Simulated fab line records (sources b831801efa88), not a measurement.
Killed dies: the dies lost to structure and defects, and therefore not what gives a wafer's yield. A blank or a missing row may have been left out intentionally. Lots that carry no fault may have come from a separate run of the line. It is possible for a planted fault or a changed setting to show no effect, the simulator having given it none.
The tool behind it: which one?	flow gf180mcu	21 wafers from 7 lots sampled at 2 of the route's 602 steps

== WHAT EACH GAUGE READ, for each wafer ==
GF_V4_THK_MEAS_25: measures by xrf.
lot	measured	on	V4_W_THK (nm)
L272	day 25 06:51	film-metro-04	337 346 342
L274	day 25 22:43	film-metro-04	346 340 348
L276	day 26 13:46	film-metro-03	346 342 350
L280	day 27 19:52	film-metro-02	342 345 345
L283	day 28 15:52	film-metro-04	341 344 344
L286	day 29 15:04	film-metro-04	348 345 347
L293	day 31 07:34	film-metro-04	352 353 348

== WHAT TOOL EACH LOT RAN ON (gives the tool, then ch and the chambers of the sampled wafers, and finally the start) ==
lot	GF_M4_SPUTTER_03
L272	pvd-sputter-02, day 23 08:13
L274	pvd-sputter-03, day 24 00:49
L276	pvd-sputter-02, day 24 17:05
L280	pvd-sputter-03, day 26 00:39
L283	pvd-sputter-02, day 26 21:50
L286	pvd-sputter-02, day 27 22:40
L293	pvd-sputter-02, day 29 18:07
- GF_M4_SPUTTER_03: material Ti, target thk 10 nm, time 6.7 s.

== THE ANSWER, worked out from the rows above alone ==
Rule: usual is defined by the lots themselves. Put in order of their means at a reading, lots are off if they are a third of the lots or fewer, leave a main group of 4 or more, and stand apart from it by a gap of 3 or more times the standard deviation of the main group's means; of several such gaps the widest counts. The tables above print the reading to a certain number of digits; a main group whose means all agree to those digits is not used. A lot without any number at a reading at which 4 lots or more have one is off too. Where the step has rows for the other lots, those lots are counted as sound.
Nothing can be told from this: no lot is off at any reading shown.

== WHAT WAS PUT IN BY THE SIMULATOR ==
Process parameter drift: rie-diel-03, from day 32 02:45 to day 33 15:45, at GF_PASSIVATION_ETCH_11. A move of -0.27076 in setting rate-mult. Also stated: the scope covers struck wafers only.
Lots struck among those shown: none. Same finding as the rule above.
